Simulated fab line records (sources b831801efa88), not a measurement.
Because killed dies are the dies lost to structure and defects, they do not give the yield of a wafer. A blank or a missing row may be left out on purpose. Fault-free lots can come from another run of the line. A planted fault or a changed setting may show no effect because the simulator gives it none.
Comparing a struck lot with a sound one	flow sky130	14 out of 708 route steps
Sound: the wafers L268.3, L268.4, L268.6. Wafers L274.3, L274.5, L274.6 were the ones struck. The cause comes at the end.
At each step with rows: each side's tool, then ch and its chambers, then its first start. Under that, the readings that differ: sound wafers	struck wafers	difference of the means	sigmas: that difference in standard deviations of wafers without a fault.
alike: a reading whose means differ by less than 2 such deviations, as well as words and numbers matching on both sides. not compared: withheld readings; readings where some wafer has no value; bounds like >300 that might hide an equal value; numbers whose values overlap and for which the record gives no deviation.
A row with sigmas, a row that says differs or no value, or rows on one side alone: a step with any of these is where the two part. When numbers do not overlap yet have no deviation, they are printed without sigmas and do not part them. A reading that every wafer of one side lacks parts them only if that side has two wafers or more.

SKY_VIA3_CD_MEAS_12: target cd 200 nm.
  sound on cd sem-02 at day 40 12:12; struck on cd sem-01 at day 42 01:04
  alike: cd nm
SKY_VIA3_OVL_MEAS_13:
  sound on overlay-02 at day 40 12:17; struck on overlay-01 at day 42 01:10
  alike: VIA3_OVL
SKY_VIA3_ETCH_14: etches BARC in N2/H2, stops on SiO2, time 45.9 s, target depth 60 nm.
  sound on rie diel-04 ch 0,1,2, day 40 12:19; struck on rie diel-03 ch 0,3, day 42 01:11
  alike: drypump motor current A, oes product au, throttle valve pct
  not compared: rf hours counter h
SKY_VIA3_ETCH_15: etches SiO2 in C4F8/O2/Ar, stops on TiN, target depth 507 nm, time 78 s.
  sound on rie diel-04 ch 0,1,2, day 40 12:22; struck on rie diel-03 ch 0,3, day 42 01:14
  alike: oes product au
  not compared: rf hours counter h
SKY_VIA3_STRIP_16: strips in O2/N2.
  sound on plasma asher-02 ch 0,1, day 40 12:27; struck on plasma asher-03 ch 0,1, day 42 01:19
  alike: drypump motor current A, o2 flow sccm, oes product au, strip time to endpoint s
  not compared: rf hours counter h
then, 3 steps without rows for these wafers: SKY_VIA3_STRIP_17 (strips in post etch residue remover, time 1200 s); SKY_VIA3_CLEAN_18 (cleans in IPA, time 180 s); SKY_VIA3_CLEAN_19 (cleans in O3/DIW).
SKY_VIA3_SPUTTER_20: material TiN, target thk 20 nm, time 80 s.
  sound on pvd sputter-02 at day 40 13:01; struck on pvd sputter-03 at day 42 01:53
  alike: throttle valve pct
SKY_VIA3_CVD_21: deposits W, target thk 390 nm, time 117.31 s.
  sound on cvd w-01 ch 0,1, day 40 13:07; struck on cvd w-01 ch 0,1, day 42 01:59
  alike: heater power outer w, heater power w
SKY_VIA3_RS_MEAS_22: measurement is done with a four-point probe.
  sound on film metro-03 at day 40 13:14; struck on film metro-03 at day 42 02:06
  alike: VIA3_W_RS
SKY_VIA3_THK_MEAS_23: measures by xrf.
  sound on film metro-03 at day 40 13:20; struck on film metro-03 at day 42 02:12
  alike: VIA3_W_THK
SKY_VIA3_CMP_24: polishes, stops on SiO2, t overpolish 20 s, target thk 0 nm.
  sound on cmp-02 ch 0,1,2, day 40 13:25; struck on cmp-01 ch 0,1, day 42 02:14
reading	sound	struck	difference	sigmas
overpolish run s (s)	20.006 20.012 20.007	0.050 0.040 0.036	-19.966	-99 or more
time to endpoint s (s)	96 92 98	146 146 148	+51	+12
  alike: head pressure psi, motor current A, platen rpm
-- the record jumps here: 6 days lie between the struck wafers' starts before and after (it left off in module VIA3 and takes up again in module PAD_OPEN, whose first step shown is number 708 of the route) --
SKY_PAD_OPEN_PROBE_99:
  sound on prober-02 at day 46 13:49; struck on prober-02 at day 47 20:58
reading	sound	struck	difference	sigmas
hold	- - -	await dispo/3.7h/scrap await dispo/3.7h/scrap await dispo/3.7h/scrap	no value on the sound wafers	
defect limited yield (%)	83.1 82.5 85.6	0 0 0	-84	-47
killed_at_M0_to_M3	39 36 35	457 453 452	+417	+63
killed dies	83 86 71	492 492 492	+412	+47
killed on rim	15 20 15	96 96 96	+79	+21
sort_bin_3_pad_short (%)	0.4 1.2 0.4	86.6 83.3 84.8	+84.2	+99 or more
sort n pass	409 406 421	0 0 0	-412	-47
sort yield pct (%)	83.1 82.5 85.6	0 0 0	-84	-47
  alike: killed_at_M4_up, killed at contacts, killed at front end, killed at other, killed open, killed short, sort_bin_5_function, sort_bin_6_memory

WHERE THEY PART
First at SKY_VIA3_CMP_24; last, within this record, at SKY_PAD_OPEN_PROBE_99.

WHY: the cause the simulator had injected
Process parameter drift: cmp-01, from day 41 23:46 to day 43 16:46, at SKY_VIA3_CMP_24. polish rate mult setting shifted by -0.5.
